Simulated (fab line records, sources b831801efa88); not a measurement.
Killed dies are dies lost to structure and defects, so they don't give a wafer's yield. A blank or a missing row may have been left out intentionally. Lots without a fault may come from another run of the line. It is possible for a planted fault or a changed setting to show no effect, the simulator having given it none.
fab line records	flow sfqLine
record: lots: 14	wafers: 42	lastDay: 90
route steps=325 shown I4@173 R5@224 I5@238
lots that met no fault: from a run of the same line without faults
startH: hours from the record's opening day to when the first of the lot's shown wafers began	waitH: hours elapsed since this lot's preceding step	" as in the row above	L1.1+2: several wafers, shown together as one row	- no value present, or no start provided	* or withheld: withheld	< > ~ a bound
route shown NAME@n: a module of which the file shows steps, and the number in the route of the first	usual: the fault-free wafers' mean and standard deviation	same: alike in all rows	chamber/n: place in a boat	sites: readings site by site	_std_site: how widely they spread, as a standard deviation	_edge_site: outer sites' mean less inner sites'	radiusMm: for every site, how far away it sits from the centre of the wafer	mask NAME#n: copy n	behind: the most recent tool/chamber to have shaped the wafer	hold: what put the lot on hold/how long, in hours/how the hold closed	device: names the non-switching transistor (n, p or np)	end of line: tests of these same wafers at the route's end	step lacking rows: just its recipe	killed: at the first sort, the dies lost to defects and structure; wafer yield is something else	map: a wafer's dies, marking killed ones x, the rest . and places with no die _
set.NAME: the setting the step ran with; set.NAME@STEP: the setting that earlier step ran with	model.NAME: the simulator's own value behind a step, which no gauge read
one table for each step of the route and one row for each wafer, over a sample of lots
services: the hour from which a tool's chamber was out of use, counted from the record's first day as startH (under 0 if before that day), plus the number of hours and why
== steps ==
step: SFQ_I4_OVL_MEAS_928
usual: I4_OVL: 1/5.9
lot.wafer	tool	chamber	startH	waitH	I4_OVL[nm]
L860.2	overlay-02	-	1176.79	0.1	-5
L860.3	"	-	"	"	-3
L860.4	"	-	"	"	-3
L861.3	overlay-01	-	1190.12	0.1	5
L861.4	"	-	"	"	7
L861.6	"	-	"	"	1
L862.1	overlay-01	-	1191.31	0.1	-3
L862.2	"	-	"	"	-3
L862.3	"	-	"	"	5
L863.1	overlay-02	-	1208.21	0.1	2
L863.5	"	-	"	"	0
L863.6	"	-	"	"	0
L865.2	overlay-02	-	1212.81	0.1	9
L865.4	"	-	"	"	5
L865.5	"	-	"	"	7
L868.2	overlay-02	-	1218.81	0.1	-10
L868.3	"	-	"	"	7
L868.6	"	-	"	"	-5
L870.1	overlay-02	-	1221.21	0.1	11
L870.4	"	-	"	"	4
L870.5	"	-	"	"	10
L873.2	overlay-01	-	1230.36	0.1	-3
L873.3	"	-	"	"	-5
L873.4	"	-	"	"	-1
L874.2	overlay-01	-	1345.06	0.1	-6
L874.5	"	-	"	"	3
L874.6	"	-	"	"	-3
L875.1	overlay-01	-	1372.64	0.1	0
L875.4	"	-	"	"	8
L875.5	"	-	"	"	2
L876.4	overlay-02	-	1388.22	0.1	9
L876.5	"	-	"	"	2
L876.6	"	-	"	"	-1
L878.1	overlay-02	-	1399.65	0.1	4
L878.4	"	-	"	"	-2
L878.6	"	-	"	"	-2
L881.1	overlay-02	-	1416.38	0.1	1
L881.2	"	-	"	"	-3
L881.6	"	-	"	"	-4
L882.2	overlay-02	-	1418.79	0.1	-3
L882.4	"	-	"	"	-9
L882.5	"	-	"	"	-6
step: SFQ_TRILAYER_I4_VIA_BARC_OPEN_VIA_ETCH_146
recipe: maskMaterial: PR	chemistry: O2	targetDepthNm: 125	target: BARC	sourceW: 500	biasW: 80	pressureMtorr: 30	timeS: 41.7
usual: biasW: 80.02/0.24	drypumpMotorCurrentA: 5.7/0.38	oesProductAu: 0.685/0.0048	runLengthS: 70.0/0.39
lot.wafer	tool	chamber	startH	waitH	biasW	drypumpMotorCurrentA	oesProductAu	rfHoursCounterH	runLengthS
L860.2	rieDiel-02	0	1176.82	0.0	79.77	5.5	0.689	0	69.5
L860.3	"	3	"	"	80.13	5.8	0.692	2	69.7
L860.4	"	0	"	"	79.77	5.5	0.682	-	69.8
L861.3	rieDiel-01	2	1190.15	0.0	80.02	6.0	0.682	11	70.0
L861.4	"	3	"	"	79.65	5.1	0.686	18	70.2
L861.6	"	0	"	"	79.77	5.4	0.680	-	70.2
L862.1	rieDiel-02	0	1191.35	0.0	79.97	5.5	0.679	1	69.5
L862.2	"	3	"	"	80.56	5.8	0.685	2	69.7
L862.3	"	1	"	"	79.93	4.9	0.680	19	69.5
L863.1	rieDiel-02	3	1208.24	0.0	79.65	5.8	0.680	3	69.6
L863.5	"	3	"	"	80.08	5.8	0.686	-	69.7
L863.6	"	0	"	"	80.17	5.6	0.680	-	69.5
L865.2	rieDiel-02	0	1212.84	0.0	80.20	5.5	0.690	2	69.8
L865.4	"	1	"	"	79.85	4.9	0.685	-	69.6
L865.5	"	0	"	"	80.08	5.5	0.687	-	69.5
L868.2	rieDiel-04	2	1218.84	0.0	80.17	6.0	0.687	8	70.3
L868.3	"	3	"	"	79.94	6.2	0.681	16	69.3
L868.6	"	2	"	"	80.29	5.9	0.686	-	70.1
L870.1	rieDiel-01	3	1221.24	0.0	79.68	5.2	0.678	19	70.1
L870.4	"	0	"	"	79.99	5.4	0.686	13	70.4
L870.5	"	1	"	"	80.25	5.8	0.688	-	70.4
L873.2	rieDiel-02	3	1230.39	0.0	79.79	5.8	0.686	4	69.6
L873.3	"	2	"	"	80.29	5.8	0.693	0	70.1
L873.4	"	0	"	"	79.96	5.5	0.692	2	69.7
L874.2	rieDiel-01	2	1345.09	0.0	79.96	6.0	0.681	13	69.7
L874.5	"	1	"	"	79.99	5.8	0.686	-	70.7
L874.6	"	2	"	"	80.20	6.0	0.683	-	70.0
L875.1	rieDiel-04	1	1372.68	0.0	80.05	5.7	0.680	17	70.4
L875.4	"	0	"	"	80.26	6.1	0.678	3	70.0
L875.5	"	0	"	"	80.67	6.1	0.684	-	69.7
L876.4	rieDiel-02	2	1388.24	0.0	80.29	5.8	0.678	3	70.0
L876.5	"	1	"	"	80.09	4.9	0.684	-	69.5
L876.6	"	2	"	"	79.87	5.8	0.688	-	70.0
L878.1	rieDiel-04	0	1399.69	0.0	79.76	6.1	0.695	3	70.3
L878.4	"	3	"	"	80.02	6.2	0.683	20	69.3
L878.6	"	0	"	"	79.74	6.2	0.688	-	69.9
L881.1	rieDiel-04	3	1416.42	0.0	80.20	6.2	0.685	20	69.4
L881.2	"	0	"	"	80.25	6.2	0.677	3	69.9
L881.6	"	3	"	"	79.98	6.2	0.692	-	69.7
L882.2	rieDiel-01	1	1418.82	0.0	80.07	5.8	0.687	20	70.7
L882.4	"	0	"	"	79.62	5.4	0.683	16	71.0
L882.5	"	1	"	"	79.81	5.8	0.689	-	70.4
step: SFQ_TRILAYER_R5_BARC_OPEN_METAL_ETCH_177
recipe: maskMaterial: PR	chemistry: O2	targetDepthNm: 125	target: BARC	icpW: 600	biasW: 80	pressureMtorr: 10	timeS: 41.7
usual: biasW: 80.01/0.22	drypumpMotorCurrentA: 5.4/0.36	oesProductAu: 0.685/0.0048	runLengthS: 70.37/0.29
lot.wafer	tool	chamber	startH	waitH	biasW	drypumpMotorCurrentA	oesProductAu	rfHoursCounterH	runLengthS
L860.2	rieMetal-02	0	1430.89	0.0	79.97	5.0	0.687	11	70.46
L860.3	"	1	"	"	80.00	5.7	0.677	-	70.72
L860.4	"	0	"	"	79.77	5.0	0.687	-	70.65
L861.3	rieMetal-02	1	1460.99	0.0	79.97	5.8	0.685	-	70.40
L861.4	"	0	"	"	80.24	5.0	0.684	-	70.56
L861.6	"	0	"	"	80.40	5.0	0.685	-	70.74
L862.1	rieMetal-04	0	1463.37	0.0	79.99	5.7	0.679	138	70.44
L862.2	"	1	"	"	80.23	5.9	0.678	30	70.05
L862.3	"	1	"	"	79.90	5.8	0.690	-	70.37
L863.1	rieMetal-02	0	1464.57	0.0	79.56	5.0	0.688	16	70.45
L863.5	"	0	"	"	79.71	5.0	0.684	-	70.53
L863.6	"	1	"	"	80.13	5.7	0.684	-	70.51
L865.2	rieMetal-02	0	1469.37	0.0	80.35	5.1	0.690	16	70.69
L865.4	"	0	"	"	80.06	5.0	0.686	-	70.79
L865.5	"	1	"	"	79.75	5.7	0.684	-	70.48
L868.2	rieMetal-02	1	1477.77	0.0	79.87	5.7	0.689	136	70.46
L868.3	"	0	"	"	80.42	5.0	0.694	-	70.97
L868.6	"	1	"	"	79.97	5.7	0.683	-	70.24
L870.1	rieMetal-04	0	1488.57	0.0	80.07	5.7	0.691	141	69.91
L870.4	"	0	"	"	79.72	5.7	0.682	-	69.88
L870.5	"	1	"	"	79.96	5.9	0.684	-	70.32
L873.2	rieMetal-02	1	1499.50	0.0	80.13	5.8	0.684	139	70.30
L873.3	"	1	"	"	79.96	5.8	0.659	-	74.41
L873.4	"	0	"	"	80.35	5.0	0.660	-	74.46
L874.2	rieMetal-02	1	1506.70	0.0	80.07	5.7	0.686	141	70.76
L874.5	"	0	"	"	80.12	5.0	0.688	-	70.88
L874.6	"	1	"	"	79.95	5.7	0.662	-	74.49
L875.1	rieMetal-04	0	1510.30	0.0	79.77	5.7	0.693	145	69.95
L875.4	"	1	"	"	80.03	5.9	0.683	-	70.54
L875.5	"	0	"	"	79.77	5.7	0.678	-	70.25
L876.4	rieMetal-03	0	1515.16	0.1	79.67	5.1	0.689	-	70.14
L876.5	"	0	"	"	80.41	5.1	0.688	-	70.64
L876.6	"	0	"	"	80.18	5.1	0.692	-	70.45
L878.1	rieMetal-04	1	1521.37	0.0	80.01	5.9	0.676	39	70.14
L878.4	"	1	"	"	80.07	5.8	0.677	-	70.49
L878.6	"	1	"	"	80.20	5.9	0.681	-	70.42
L881.1	rieMetal-04	1	1534.82	0.0	80.09	5.9	0.694	44	70.47
L881.2	"	1	"	"	79.80	5.9	0.693	-	70.29
L881.6	"	1	"	"	79.89	5.9	0.678	-	69.87
L882.2	rieMetal-03	0	1536.02	0.0	79.89	5.1	0.691	19	70.54
L882.4	"	0	"	"	79.93	5.1	0.679	-	70.67
L882.5	"	0	"	"	80.21	5.1	0.687	-	70.04
step: SFQ_TRILAYER_I5_STRIP_STRIP_148
recipe: gas: O2	powerW: 200	platenTempC: 40	overashFraction: 0.65	chemistry: O2	pressureMtorr: 50
usual: drypumpMotorCurrentA: 5.6/0.58	oesProductAu: 1.002/0.0094
lot.wafer	tool	chamber	startH	waitH	drypumpMotorCurrentA	oesProductAu	rfHoursCounterH
L860.2	rieMetal-01	0	1534.01	-	5.1	0.995	-
L860.3	"	0	"	"	5.1	0.995	-
L860.4	"	0	"	"	5.1	0.986	-
L861.3	rieMetal-02	0	1568.46	-	5.0	1.010	-
L861.4	"	1	"	"	5.7	1.001	-
L861.6	"	1	"	"	5.7	1.010	-
L862.1	rieMetal-01	0	1570.66	-	5.1	0.991	30
L862.2	"	1	"	"	6.7	0.999	5
L862.3	"	1	"	"	6.7	1.000	-
L863.1	rieMetal-02	0	1571.86	-	5.0	1.019	39
L863.5	"	0	"	"	5.0	1.006	-
L863.6	"	1	"	"	5.7	1.014	-
L865.2	rieMetal-02	0	1575.46	-	5.0	1.010	39
L865.4	"	1	"	"	5.8	1.003	-
L865.5	"	1	"	"	5.8	1.007	-
L868.2	rieMetal-01	0	1581.46	-	5.1	0.999	31
L868.3	"	0	"	"	5.1	0.989	-
L868.6	"	0	"	"	5.1	0.998	-
L870.1	rieMetal-02	0	1587.46	-	5.0	0.995	40
L870.4	"	1	"	"	5.7	0.994	-
L870.5	"	0	"	"	5.0	0.994	-
L873.2	rieMetal-04	1	1598.26	-	5.9	1.001	52
L873.3	"	0	"	"	5.7	1.005	-
L873.4	"	1	"	"	5.8	0.992	-
L874.2	rieMetal-01	0	1605.58	-	5.1	0.991	33
L874.5	"	1	"	"	6.6	1.010	-
L874.6	"	0	"	"	5.1	0.999	-
L875.1	rieMetal-02	1	1611.58	-	5.7	1.008	11
L875.4	"	1	"	"	5.7	1.003	-
L875.5	"	0	"	"	5.0	0.994	-
L876.4	rieMetal-02	1	1617.78	-	5.7	0.988	-
L876.5	"	1	"	"	5.7	1.004	-
L876.6	"	0	"	"	5.0	1.000	-
L878.1	rieMetal-04	0	1625.98	-	5.7	1.024	8
L878.4	"	1	"	"	5.9	0.997	-
L878.6	"	1	"	"	5.8	1.007	-
L881.1	rieMetal-02	1	1635.58	-	5.7	0.994	14
L881.2	"	0	"	"	5.0	0.998	46
L881.6	"	1	"	"	5.7	0.999	-
L882.2	rieMetal-01	1	1636.78	-	6.6	1.017	12
L882.4	"	0	"	"	5.1	0.992	-
L882.5	"	0	"	"	5.1	0.996	-
== services ==
tool	chamber	startH	hours	kind
rieDiel-04	3	1153.64	23.3	repair
rieDiel-02	2	1173.29	14.6	repair
rieMetal-01	0	1194.14	14.9	repair
rieDiel-01	-	1194.85	4.3	pm
rieDiel-04	0	1234.65	43.3	repair
rieMetal-04	1	1247.15	10.7	repair
rieDiel-04	1	1248.73	9.4	repair
rieMetal-01	-	1251.34	14.6	pm
rieMetal-04	-	1253.74	14.6	pm
rieDiel-01	-	1259.67	2.8	pm
rieDiel-01	3	1265.47	2.3	repair
rieMetal-04	-	1294.26	2.8	pm
rieDiel-02	1	1296.03	2.6	repair
rieMetal-02	-	1311.20	3.3	repair
rieDiel-02	3	1330.44	2.8	repair
rieMetal-04	-	1379.08	0.6	repair
rieMetal-04	-	1392.37	6.5	repair
rieMetal-02	-	1403.08	1.4	pm
rieDiel-02	2	1499.56	2.4	repair
rieMetal-04	0	1516.64	23.1	repair
rieDiel-02	-	1528.09	1.7	repair
rieMetal-04	1	1542.73	12.8	repair
rieDiel-02	0	1591.17	1.3	repair
rieDiel-02	-	1592.80	7.8	repair
== key ==
firstSign: step: SFQ_TRILAYER_R5_BARC_OPEN_METAL_ETCH_177	reading: runLengthS	direction: up	sigmas: 14	usual: *	struck: *
effect: step: SFQ_TRILAYER_R5_BARC_OPEN_METAL_ETCH_177	reading: oesProductAu	direction: down	sigmas: 5.2	usual: 0.685	struck: 0.660
metAt SFQ_TRILAYER_R5_BARC_OPEN_METAL_ETCH_177
struckLots L873,L874
struckWafers L873.3,L873.4,L874.6
notActingAt SFQ_I4_OVL_MEAS_928,SFQ_TRILAYER_I4_VIA_BARC_OPEN_VIA_ETCH_146,SFQ_TRILAYER_I5_STRIP_STRIP_148
onsetBetween 1477.77 1499.50
fault: kind: processParameterDrift	tool: rieMetal-02	chamber: -	onsetH: 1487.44	steps: SFQ_TRILAYER_R5_BARC_OPEN_METAL_ETCH_177	channel: timeS	offset: *	shape: step	endH: 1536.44	scope: struckWafersOnly	actsIn: *	stated: *
